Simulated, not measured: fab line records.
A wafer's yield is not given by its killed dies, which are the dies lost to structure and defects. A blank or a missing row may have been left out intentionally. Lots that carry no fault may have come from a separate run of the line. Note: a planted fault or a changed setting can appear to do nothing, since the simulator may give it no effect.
fab line records + flow sky130
[record]
- lots = 13
- wafers = 39
- last-day = 51
route steps=708 shown POLY_GATE@235 LDD_P@259 LDD_HVN@277
lots that met no fault: taken from a fault-free run of the same line
start-h: hours from the record's opening day to when the first of the lot's shown wafers began + wait-h: time in hours since the lot's previous step + " identical to the entry in the row above + L1.1+2: several wafers, shown together as one row + - value missing, or start not given + * or withheld: withheld + < > ~ a bound
route shown NAME@n: a module of which the file shows steps, and the number in the route of the first + usual: the fault-free wafers' mean and standard deviation + same: alike in all rows + chamber/n: place in a boat + sites: per-site readings + _std_site: the values' standard deviation + _edge_site: inner sites' mean taken away from outer sites' mean + radius-mm: how far each site lies from the wafer's centre + mask NAME#n: copy n + behind: tool/chamber where the wafer was last shaped + hold: what put the lot on hold/how long, in hours/how the hold closed + device: names the non-switching transistor (n, p or np) + end of line: at the end of the route, the tests of the same wafers + a step given without rows: its recipe and nothing more + killed: at the first sort, the dies lost to defects and structure; wafer yield is something else + map: shows each die of a wafer: x if killed, . if not, _ if none is there
set.NAME: the setting that was run; set.NAME@STEP: the one run at that earlier step + model.NAME: the simulator's own value behind a step, which no gauge read
steps of the route over a sample of lots; a table a step, a row a wafer
services: when a tool's chamber went out of use (start-h, in hours from the record's first day, below 0 if earlier), for how many hours, and the reason
[[steps]]
[step SKY_POLY_GATE_THK_MEAS_21]
[recipe]
- reads = SiO2_of_POLY_GATE_OXIDATION_20
[usual]
- POLY_GATE_OXIDATION_THK = 4.02/0.074
| lot.wafer | tool          | chamber | start-h | wait-h | POLY_GATE_OXIDATION_THK[nm] |
|-----------|---------------|---------|---------|--------|-----------------------------|
| L918.2    | film-metro-01 | -       | 394.81  | 0.0    | 4.01                        |
| L918.4    | "             | -       | "       | "      | 4.01                        |
| L918.5    | "             | -       | "       | "      | 4.06                        |
| L919.3    | film-metro-02 | -       | 399.59  | 0.0    | 4.00                        |
| L919.5    | "             | -       | "       | "      | 4.00                        |
| L919.6    | "             | -       | "       | "      | 4.04                        |
| L920.1    | film-metro-04 | -       | 408.28  | 0.0    | 4.00                        |
| L920.3    | "             | -       | "       | "      | 3.92                        |
| L920.5    | "             | -       | "       | "      | 3.93                        |
| L921.1    | film-metro-01 | -       | 423.98  | 0.0    | 3.96                        |
| L921.5    | "             | -       | "       | "      | 3.94                        |
| L921.6    | "             | -       | "       | "      | 3.94                        |
| L922.4    | film-metro-04 | -       | 429.36  | 0.0    | 4.13                        |
| L922.5    | "             | -       | "       | "      | 4.13                        |
| L922.6    | "             | -       | "       | "      | 4.10                        |
| L931.2    | film-metro-02 | -       | 507.37  | 0.0    | 3.97                        |
| L931.4    | "             | -       | "       | "      | 3.97                        |
| L931.5    | "             | -       | "       | "      | 4.00                        |
| L933.1    | film-metro-04 | -       | 525.46  | 0.0    | 3.96                        |
| L933.2    | "             | -       | "       | "      | 4.00                        |
| L933.3    | "             | -       | "       | "      | 4.06                        |
| L934.4    | film-metro-01 | -       | 528.48  | 0.0    | 3.96                        |
| L934.5    | "             | -       | "       | "      | 3.95                        |
| L934.6    | "             | -       | "       | "      | 3.93                        |
| L936.4    | film-metro-02 | -       | 538.73  | 0.0    | 4.07                        |
| L936.5    | "             | -       | "       | "      | 4.01                        |
| L936.6    | "             | -       | "       | "      | 3.97                        |
| L937.1    | film-metro-01 | -       | 553.91  | 0.0    | 3.97                        |
| L937.3    | "             | -       | "       | "      | 3.92                        |
| L937.4    | "             | -       | "       | "      | 4.00                        |
| L939.1    | film-metro-02 | -       | 574.91  | 0.0    | 4.04                        |
| L939.4    | "             | -       | "       | "      | 4.05                        |
| L939.5    | "             | -       | "       | "      | 4.00                        |
| L940.2    | film-metro-02 | -       | 577.90  | 0.0    | 4.06                        |
| L940.4    | "             | -       | "       | "      | 3.95                        |
| L940.5    | "             | -       | "       | "      | 4.01                        |
| L941.2    | film-metro-01 | -       | 588.44  | 0.0    | 4.03                        |
| L941.5    | "             | -       | "       | "      | 3.99                        |
| L941.6    | "             | -       | "       | "      | 4.11                        |
[step SKY_POLY_GATE_CD_MEAS_22]
[usual]
- cd-nm = 151.0/2.2
| lot.wafer | tool      | chamber | start-h | wait-h | cd-nm |
|-----------|-----------|---------|---------|--------|-------|
| L918.2    | cd-sem-01 | -       | 394.89  | 0.1    | 151.7 |
| L918.4    | "         | -       | "       | "      | 149.2 |
| L918.5    | "         | -       | "       | "      | 153.4 |
| L919.3    | cd-sem-01 | -       | 399.69  | 0.1    | 150.1 |
| L919.5    | "         | -       | "       | "      | 148.7 |
| L919.6    | "         | -       | "       | "      | 148.2 |
| L920.1    | cd-sem-01 | -       | 408.34  | 0.1    | 149.9 |
| L920.3    | "         | -       | "       | "      | 151.0 |
| L920.5    | "         | -       | "       | "      | 150.4 |
| L921.1    | cd-sem-01 | -       | 424.04  | 0.1    | 152.6 |
| L921.5    | "         | -       | "       | "      | 154.6 |
| L921.6    | "         | -       | "       | "      | 152.8 |
| L922.4    | cd-sem-02 | -       | 429.47  | 0.1    | 151.1 |
| L922.5    | "         | -       | "       | "      | 150.8 |
| L922.6    | "         | -       | "       | "      | 152.8 |
| L931.2    | cd-sem-02 | -       | 507.44  | 0.1    | 146.9 |
| L931.4    | "         | -       | "       | "      | 146.5 |
| L931.5    | "         | -       | "       | "      | 148.3 |
| L933.1    | cd-sem-02 | -       | 525.52  | 0.1    | 151.5 |
| L933.2    | "         | -       | "       | "      | 153.4 |
| L933.3    | "         | -       | "       | "      | 152.3 |
| L934.4    | cd-sem-02 | -       | 528.59  | 0.1    | 150.7 |
| L934.5    | "         | -       | "       | "      | 153.7 |
| L934.6    | "         | -       | "       | "      | 152.8 |
| L936.4    | cd-sem-02 | -       | 538.84  | 0.1    | 152.6 |
| L936.5    | "         | -       | "       | "      | 152.3 |
| L936.6    | "         | -       | "       | "      | 147.1 |
| L937.1    | cd-sem-01 | -       | 553.97  | 0.1    | 151.9 |
| L937.3    | "         | -       | "       | "      | 148.0 |
| L937.4    | "         | -       | "       | "      | 152.7 |
| L939.1    | cd-sem-01 | -       | 574.97  | 0.1    | 154.7 |
| L939.4    | "         | -       | "       | "      | 152.3 |
| L939.5    | "         | -       | "       | "      | 153.0 |
| L940.2    | cd-sem-02 | -       | 577.98  | 0.1    | 154.4 |
| L940.4    | "         | -       | "       | "      | 151.5 |
| L940.5    | "         | -       | "       | "      | 152.4 |
| L941.2    | cd-sem-01 | -       | 588.52  | 0.1    | 147.0 |
| L941.5    | "         | -       | "       | "      | 149.6 |
| L941.6    | "         | -       | "       | "      | 145.8 |
[step SKY_LDD_P_EXPOSE_04]
[recipe]
- mask-id = PSDM
- na = 0.6
- source-shape = conventional
- sigma-outer = 0.6
- polarization = unpolarized
- target-cd-nm = 380
- dose-mj = 138
| lot.wafer  | tool             | chamber | start-h | wait-h | mask    |
|------------|------------------|---------|---------|--------|---------|
| L918.2+4+5 | iline-stepper-01 | 0       | 443.61  | -      | PSDM#0  |
| L919.3+5+6 | iline-stepper-01 | 0       | 448.55  | -      | PSDM#0  |
| L920.1+3+5 | iline-stepper-01 | 0       | 456.34  | -      | PSDM#0  |
| L921.1+5+6 | iline-stepper-01 | 0       | 472.01  | -      | PSDM#0  |
| L922.4+5+6 | iline-stepper-01 | 0       | 478.27  | -      | HVNTM#0 |
| L931.2+4+5 | iline-stepper-02 | 0       | 554.68  | -      | PSDM#0  |
| L933.1+2+3 | iline-stepper-01 | 0       | 573.54  | -      | PSDM#0  |
| L934.4+5+6 | iline-stepper-01 | 0       | 575.97  | -      | PSDM#0  |
| L936.4+5+6 | iline-stepper-01 | 0       | 586.20  | -      | PSDM#0  |
| L937.1+3+4 | iline-stepper-01 | 0       | 601.29  | -      | PSDM#0  |
| L939.1+4+5 | iline-stepper-01 | 0       | 621.26  | -      | PSDM#0  |
| L940.2+4+5 | iline-stepper-01 | 0       | 623.66  | -      | PSDM#0  |
| L941.2+5+6 | iline-stepper-01 | 0       | 635.37  | -      | PSDM#0  |
[step SKY_LDD_P_CD_MEAS_07]
[recipe]
- target-cd-nm = 380
[usual]
- cd-nm = 379.1/2.2
| lot.wafer | tool      | chamber | start-h | wait-h | cd-nm |
|-----------|-----------|---------|---------|--------|-------|
| L918.2    | cd-sem-02 | -       | 458.61  | 0.1    | 377.6 |
| L918.4    | "         | -       | "       | "      | 375.1 |
| L918.5    | "         | -       | "       | "      | 381.5 |
| L919.3    | cd-sem-02 | -       | 463.41  | 0.1    | 380.0 |
| L919.5    | "         | -       | "       | "      | 375.0 |
| L919.6    | "         | -       | "       | "      | 376.0 |
| L920.1    | cd-sem-02 | -       | 471.42  | 0.1    | 377.3 |
| L920.3    | "         | -       | "       | "      | 379.0 |
| L920.5    | "         | -       | "       | "      | 376.7 |
| L921.1    | cd-sem-02 | -       | 487.52  | 0.1    | 378.3 |
| L921.5    | "         | -       | "       | "      | 378.0 |
| L921.6    | "         | -       | "       | "      | 376.9 |
| L922.4    | cd-sem-02 | -       | 493.07  | 0.1    | -     |
| L922.5    | "         | -       | "       | "      | -     |
| L922.6    | "         | -       | "       | "      | -     |
| L931.2    | cd-sem-01 | -       | 569.93  | 0.1    | 385.0 |
| L931.4    | "         | -       | "       | "      | 383.1 |
| L931.5    | "         | -       | "       | "      | 385.3 |
| L933.1    | cd-sem-02 | -       | 587.74  | 0.1    | 381.6 |
| L933.2    | "         | -       | "       | "      | 380.0 |
| L933.3    | "         | -       | "       | "      | 381.0 |
| L934.4    | cd-sem-02 | -       | 589.37  | 0.1    | 378.2 |
| L934.5    | "         | -       | "       | "      | 379.7 |
| L934.6    | "         | -       | "       | "      | 380.7 |
| L936.4    | cd-sem-02 | -       | 601.07  | 0.1    | 379.7 |
| L936.5    | "         | -       | "       | "      | 377.5 |
| L936.6    | "         | -       | "       | "      | 379.0 |
| L937.1    | cd-sem-01 | -       | 616.56  | 0.1    | 379.5 |
| L937.3    | "         | -       | "       | "      | 381.5 |
| L937.4    | "         | -       | "       | "      | 380.7 |
| L939.1    | cd-sem-01 | -       | 636.24  | 0.1    | 377.3 |
| L939.4    | "         | -       | "       | "      | 375.5 |
| L939.5    | "         | -       | "       | "      | 376.8 |
| L940.2    | cd-sem-02 | -       | 638.96  | 0.1    | 380.3 |
| L940.4    | "         | -       | "       | "      | 379.6 |
| L940.5    | "         | -       | "       | "      | 379.0 |
| L941.2    | cd-sem-02 | -       | 650.31  | 0.1    | 381.4 |
| L941.5    | "         | -       | "       | "      | 379.4 |
| L941.6    | "         | -       | "       | "      | 382.4 |
[step SKY_LDD_P_TW_MEAS_11]
[usual]
- LDD_P_TW = 637/8.9
| lot.wafer | tool          | chamber | start-h | wait-h | LDD_P_TW |
|-----------|---------------|---------|---------|--------|----------|
| L918.2    | film-metro-02 | -       | 459.01  | 0.1    | 650      |
| L918.4    | "             | -       | "       | "      | 650      |
| L918.5    | "             | -       | "       | "      | 648      |
| L919.3    | film-metro-02 | -       | 463.79  | 0.1    | 650      |
| L919.5    | "             | -       | "       | "      | 650      |
| L919.6    | "             | -       | "       | "      | 648      |
| L920.1    | film-metro-02 | -       | 471.82  | 0.1    | 652      |
| L920.3    | "             | -       | "       | "      | 649      |
| L920.5    | "             | -       | "       | "      | 655      |
| L921.1    | film-metro-01 | -       | 487.92  | 0.1    | 633      |
| L921.5    | "             | -       | "       | "      | 635      |
| L921.6    | "             | -       | "       | "      | 628      |
| L922.4    | film-metro-01 | -       | 493.45  | 0.1    | 30       |
| L922.5    | "             | -       | "       | "      | 30       |
| L922.6    | "             | -       | "       | "      | 30       |
| L931.2    | film-metro-01 | -       | 570.33  | 0.1    | 633      |
| L931.4    | "             | -       | "       | "      | 630      |
| L931.5    | "             | -       | "       | "      | 631      |
| L933.1    | film-metro-01 | -       | 588.15  | 0.1    | 633      |
| L933.2    | "             | -       | "       | "      | 632      |
| L933.3    | "             | -       | "       | "      | 630      |
| L934.4    | film-metro-01 | -       | 589.75  | 0.1    | 633      |
| L934.5    | "             | -       | "       | "      | 629      |
| L934.6    | "             | -       | "       | "      | 630      |
| L936.4    | film-metro-03 | -       | 601.45  | 0.1    | 631      |
| L936.5    | "             | -       | "       | "      | 631      |
| L936.6    | "             | -       | "       | "      | 635      |
| L937.1    | film-metro-02 | -       | 616.97  | 0.1    | 647      |
| L937.3    | "             | -       | "       | "      | 649      |
| L937.4    | "             | -       | "       | "      | 646      |
| L939.1    | film-metro-02 | -       | 636.65  | 0.1    | 647      |
| L939.4    | "             | -       | "       | "      | 648      |
| L939.5    | "             | -       | "       | "      | 652      |
| L940.2    | film-metro-03 | -       | 639.36  | 0.1    | 630      |
| L940.4    | "             | -       | "       | "      | 628      |
| L940.5    | "             | -       | "       | "      | 627      |
| L941.2    | film-metro-03 | -       | 650.71  | 0.1    | 631      |
| L941.5    | "             | -       | "       | "      | 633      |
| L941.6    | "             | -       | "       | "      | 633      |
[step SKY_LDD_HVN_TW_MEAS_10]
[usual]
- LDD_HVN_TW = 1439/19
| lot.wafer | tool          | chamber | start-h | wait-h | LDD_HVN_TW |
|-----------|---------------|---------|---------|--------|------------|
| L918.2    | film-metro-01 | -       | 490.25  | 0.1    | 1433       |
| L918.4    | "             | -       | "       | "      | 1428       |
| L918.5    | "             | -       | "       | "      | 1424       |
| L919.3    | film-metro-01 | -       | 495.40  | 0.1    | 1433       |
| L919.5    | "             | -       | "       | "      | 1430       |
| L919.6    | "             | -       | "       | "      | 1429       |
| L920.1    | film-metro-02 | -       | 503.29  | 0.1    | 1457       |
| L920.3    | "             | -       | "       | "      | 1461       |
| L920.5    | "             | -       | "       | "      | 1457       |
| L921.1    | film-metro-04 | -       | 519.84  | 0.1    | 1442       |
| L921.5    | "             | -       | "       | "      | 1443       |
| L921.6    | "             | -       | "       | "      | 1433       |
| L922.4    | film-metro-04 | -       | 524.77  | 0.1    | 1472       |
| L922.5    | "             | -       | "       | "      | 1475       |
| L922.6    | "             | -       | "       | "      | 1472       |
| L931.2    | film-metro-01 | -       | 600.71  | 0.1    | 1424       |
| L931.4    | "             | -       | "       | "      | 1423       |
| L931.5    | "             | -       | "       | "      | 1427       |
| L933.1    | film-metro-02 | -       | 618.45  | 0.1    | 1462       |
| L933.2    | "             | -       | "       | "      | 1464       |
| L933.3    | "             | -       | "       | "      | 1459       |
| L934.4    | film-metro-01 | -       | 620.42  | 0.1    | 1426       |
| L934.5    | "             | -       | "       | "      | 1423       |
| L934.6    | "             | -       | "       | "      | 1422       |
| L936.4    | film-metro-01 | -       | 631.43  | 0.1    | 1429       |
| L936.5    | "             | -       | "       | "      | 1418       |
| L936.6    | "             | -       | "       | "      | 1416       |
| L937.1    | film-metro-02 | -       | 647.45  | 0.1    | 1471       |
| L937.3    | "             | -       | "       | "      | 1470       |
| L937.4    | "             | -       | "       | "      | 1476       |
| L939.1    | film-metro-01 | -       | 665.80  | 0.1    | 1411       |
| L939.4    | "             | -       | "       | "      | 1404       |
| L939.5    | "             | -       | "       | "      | 1409       |
| L940.2    | film-metro-01 | -       | 668.41  | 0.1    | 1406       |
| L940.4    | "             | -       | "       | "      | 1410       |
| L940.5    | "             | -       | "       | "      | 1406       |
| L941.2    | film-metro-01 | -       | 679.30  | 0.1    | 1423       |
| L941.5    | "             | -       | "       | "      | 1427       |
| L941.6    | "             | -       | "       | "      | 1429       |
[[services]]
| tool             | chamber | start-h | hours | kind                    |
|------------------|---------|---------|-------|-------------------------|
| iline-stepper-02 | -       | 451.02  | 2.1   | pm                      |
| iline-stepper-02 | -       | 453.10  | -     | consumable-replace:lamp |
| iline-stepper-02 | -       | 522.03  | 1.7   | pm                      |
| iline-stepper-01 | -       | 538.11  | 2.1   | pm                      |
| iline-stepper-01 | -       | 540.19  | -     | consumable-replace:lamp |
| iline-stepper-01 | -       | 565.76  | 2.1   | repair                  |
| iline-stepper-02 | -       | 596.63  | 12.3  | repair                  |
| iline-stepper-01 | -       | 613.95  | 1.7   | pm                      |
[[key]]
[first-sign]
- step = SKY_LDD_P_EXPOSE_04
- reading = mask
- direction = changed
[effect]
- step = SKY_LDD_P_CD_MEAS_07
- reading = cd-nm
- direction = missing
[effect]
- step = SKY_LDD_P_TW_MEAS_11
- reading = LDD_P_TW
- direction = down
- sigmas = 68
- usual = 637
- struck = 30
met-at SKY_LDD_P_EXPOSE_04
struck-lots L922
sort-left-out L922.4,L922.5,L922.6
tester-left-out L922
not-acting-at SKY_POLY_GATE_THK_MEAS_21,SKY_POLY_GATE_CD_MEAS_22,SKY_LDD_HVN_TW_MEAS_10
onset-between 472.01 478.27
[fault]
- kind = wrong-mask
- tool = any
- chamber = -
- onset-h = 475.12
- steps = SKY_LDD_P_EXPOSE_04
- aux-copy = HVNTM#0
- scope = struck-lots-only
// tester-left-out: of these lots the tester's yield and bins aren't shown, on N5 and GAA mostly nor the transistor test; their killed dies are dies lost to structure and defects alone, not to doping, threshold or leakage, so they don't give the yield
// sort-left-out: the simulated sort isn't trusted on such a fault, so these wafers' sort isn't shown, and their yield isn't known
